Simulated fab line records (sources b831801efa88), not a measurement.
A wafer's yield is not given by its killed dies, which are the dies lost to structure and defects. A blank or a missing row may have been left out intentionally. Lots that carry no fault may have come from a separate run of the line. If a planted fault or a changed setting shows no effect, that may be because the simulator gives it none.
Which of the tools did it? | flow gf180mcu | 12 lots, 36 wafers sampled, at 5 steps of a route of 602

WHAT THE GAUGES SHOWED, per wafer
GF_V4_THK_MEAS_03.
lot  | measured     | on            | V4_CVD_02_THK (nm)
L134 | day 23 19:41 | film metro-02 | 841 840 857
L136 | day 24 08:53 | film metro-04 | 863 839 861
L137 | day 24 21:39 | film metro-03 | 840 861 850
L141 | day 26 05:54 | film metro-04 | 845 857 865
L143 | day 26 17:31 | film metro-02 | 831 855 851
L144 | day 27 12:51 | film metro-03 | 837 862 847
L148 | day 28 10:55 | film metro-03 | 857 875 841
L152 | day 29 12:38 | film metro-04 | 862 848 852
L153 | day 29 15:37 | film metro-04 | 856 823 839
L154 | day 29 23:13 | film metro-04 | 852 855 859
L155 | day 30 06:20 | film metro-02 | 834 854 853
L156 | day 30 14:16 | film metro-02 | 820 848 829

GF_V5_OVL_MEAS_15.
lot  | measured     | on         | V5_OVL (nm)
L134 | day 27 12:10 | overlay-02 | 4 -9 0
L136 | day 28 00:10 | overlay-01 | -17 -15 -8
L137 | day 28 11:04 | overlay-01 | -11 -12 -17
L141 | day 29 16:05 | overlay-01 | -2 -3 -14
L143 | day 30 03:37 | overlay-01 | 7 -5 -2
L144 | day 30 21:28 | overlay-01 | -18 -4 -14
L148 | day 31 16:46 | overlay-01 | -1 -7 -6
L152 | day 32 14:57 | overlay-01 | -2 -9 -12
L153 | day 32 16:54 | overlay-02 | -8 -12 -3
L154 | day 32 23:19 | overlay-02 | -3 -5 -11
L155 | day 33 06:47 | overlay-02 | -5 4 -5
L156 | day 33 11:50 | overlay-01 | 0 -2 -12

GF_TOP_METAL_CD_MEAS_14: the cd target is 440 nm.
lot  | measured     | on        | cd nm (nm)
L134 | day 28 09:17 | cd sem-02 | 436.5 433.6 432.5
L136 | day 28 20:59 | cd sem-01 | 439.8 439.5 440.0
L137 | day 29 08:44 | cd sem-02 | 442.6 440.9 441.6
L141 | day 30 12:22 | cd sem-02 | 440.7 441.3 441.3
L143 | day 30 23:17 | cd sem-01 | 444.1 441.5 442.2
L144 | day 31 16:06 | cd sem-01 | 443.1 441.4 441.9
L148 | day 32 11:24 | cd sem-01 | 440.6 439.9 442.7
L152 | day 33 08:11 | cd sem-02 | 440.7 438.2 438.6
L153 | day 33 10:18 | cd sem-02 | 415.2 414.4 414.6 415.2 414.4 415.1
L154 | day 33 16:08 | cd sem-02 | 412.3 413.4 413.2 412.3 413.2 413.0
L155 | day 33 23:28 | cd sem-02 | 438.1 439.1 436.5
L156 | day 34 04:07 | cd sem-01 | 435.5 435.8 435.7

TOOL THAT RAN EACH LOT (tool first, then ch and the chambers of the sampled wafers, then the start)
lot  | GF_V4_SPUTTER_21             | GF_TOP_METAL_EXPOSE_11
L134 | pvd sputter-02, day 24 19:13 | iline stepper-02 ch 0, day 27 23:46
L136 | pvd sputter-01, day 25 08:03 | iline stepper-01 ch 0, day 28 12:00
L137 | pvd sputter-01, day 25 19:55 | iline stepper-02 ch 0, day 28 23:01
L141 | pvd sputter-03, day 27 03:57 | iline stepper-01 ch 0, day 30 03:29
L143 | pvd sputter-02, day 27 15:31 | iline stepper-01 ch 0, day 30 14:33
L144 | pvd sputter-03, day 28 10:01 | iline stepper-02 ch 0, day 31 07:34
L148 | pvd sputter-01, day 29 07:47 | iline stepper-01 ch 0, day 32 02:59
L152 | pvd sputter-02, day 30 08:21 | iline stepper-01 ch 0, day 33 00:41
L153 | pvd sputter-01, day 30 11:01 | iline stepper-02 ch 0, day 33 02:43
L154 | pvd sputter-01, day 30 18:57 | iline stepper-02 ch 0, day 33 09:05
L155 | pvd sputter-02, day 31 01:19 | iline stepper-01 ch 0, day 33 16:04
L156 | pvd sputter-01, day 31 08:34 | iline stepper-01 ch 0, day 33 21:15
- GF_V4_SPUTTER_21: material Ti, target thk 15 nm, time 80.02 s.
- GF_TOP_METAL_EXPOSE_11: exposes mask MetalTop, target cd 440 nm.

WHAT THE TOOLS THEMSELVES READ (means of the sampled wafers that have a number; where no wafer has one, the mark that the record gives instead)
GF_V4_SPUTTER_21.
lot  | tool           | substrate temp c (C) | throttle valve pct (%)
L134 | pvd sputter-02 | 200.03               | 30.4
L136 | pvd sputter-01 | 200.12               | 28.4
L137 | pvd sputter-01 | 199.83               | 30.3
L141 | pvd sputter-03 | 200.09               | 29.9
L143 | pvd sputter-02 | 199.91               | 29.4
L144 | pvd sputter-03 | 199.92               | 30.1
L148 | pvd sputter-01 | 199.89               | 29.6
L152 | pvd sputter-02 | 199.80               | 30.1
L153 | pvd sputter-01 | 199.98               | 30.3
L154 | pvd sputter-01 | 200.02               | 30.2
L155 | pvd sputter-02 | 200.18               | 29.8
L156 | pvd sputter-01 | 199.97               | 30.2

GF_TOP_METAL_EXPOSE_11.
lot  | tool             | exposure dose mJ cm2 | reticle temp C (C)
L134 | iline stepper-02 | 172.4                | 22.96
L136 | iline stepper-01 | 169.8                | 22.92
L137 | iline stepper-02 | 172.4                | 22.98
L141 | iline stepper-01 | 170.0                | 22.99
L143 | iline stepper-01 | 169.7                | 23.02
L144 | iline stepper-02 | 172.5                | 22.96
L148 | iline stepper-01 | 170.2                | 23.01
L152 | iline stepper-01 | 169.8                | 23.03
L153 | iline stepper-02 | 187.7                | 23.02
L154 | iline stepper-02 | 187.3                | 22.99
L155 | iline stepper-01 | 170.0                | 23.04
L156 | iline stepper-01 | 170.1                | 22.96

THE ANSWER, worked out from the rows above alone
Rule: the lots themselves supply what counts as usual. Put in order of their means at a reading, lots are off if they are a third of the lots or fewer, leave a main group of 4 or more, and stand apart from it by a gap of 3 or more times the standard deviation of the main group's means; of several such gaps the widest counts. Not used: any main group whose means are identical at the precision the tables above print for the reading. A lot without any number at a reading at which 4 lots or more have one is off too. Any other lot the step has rows for is counted as sound. First the gauges in route order, then the tools' own readings, where a lot's mean is used as printed above. The first step at which some lot is off is used, and at that step the reading that is off furthest; a lot without a number counts as furthest.
Off: L153, L154 (GF_TOP_METAL_CD_MEAS_14, cd nm). The main group has a mean of 439.5 nm with a standard deviation of 2.7.
A tool fits if, at a process step before that reading, it ran every lot that is off, and no sound lot after the first of them. The gauges at GF_TOP_METAL_CD_MEAS_14 aren't tried: what is off there is off at GF_TOP_METAL_EXPOSE_11 too, on other tools, and a gauge's error can't cause that. One candidate fits, namely iline stepper-02 at GF_TOP_METAL_EXPOSE_11. A fault onset in the window from L144 (day 31 07:34, its last sound lot) to L153 (day 33 02:43, its first lot off) fits.
The tool's own readings at GF_TOP_METAL_EXPOSE_11 bear it out: on the lots that are off they differ by more than 5 times the standard deviation of the sound lots' means. exposure dose mJ cm2 reads 187.5 there against 170.7 on the sound lots.

WHAT THE SIMULATOR HAD INSERTED
Process parameters drifting: iline stepper-02 at GF_TOP_METAL_EXPOSE_11, beginning at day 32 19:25. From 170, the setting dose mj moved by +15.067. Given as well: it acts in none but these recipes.
Lots struck among those shown: L153, L154. The same result came from the rule above.
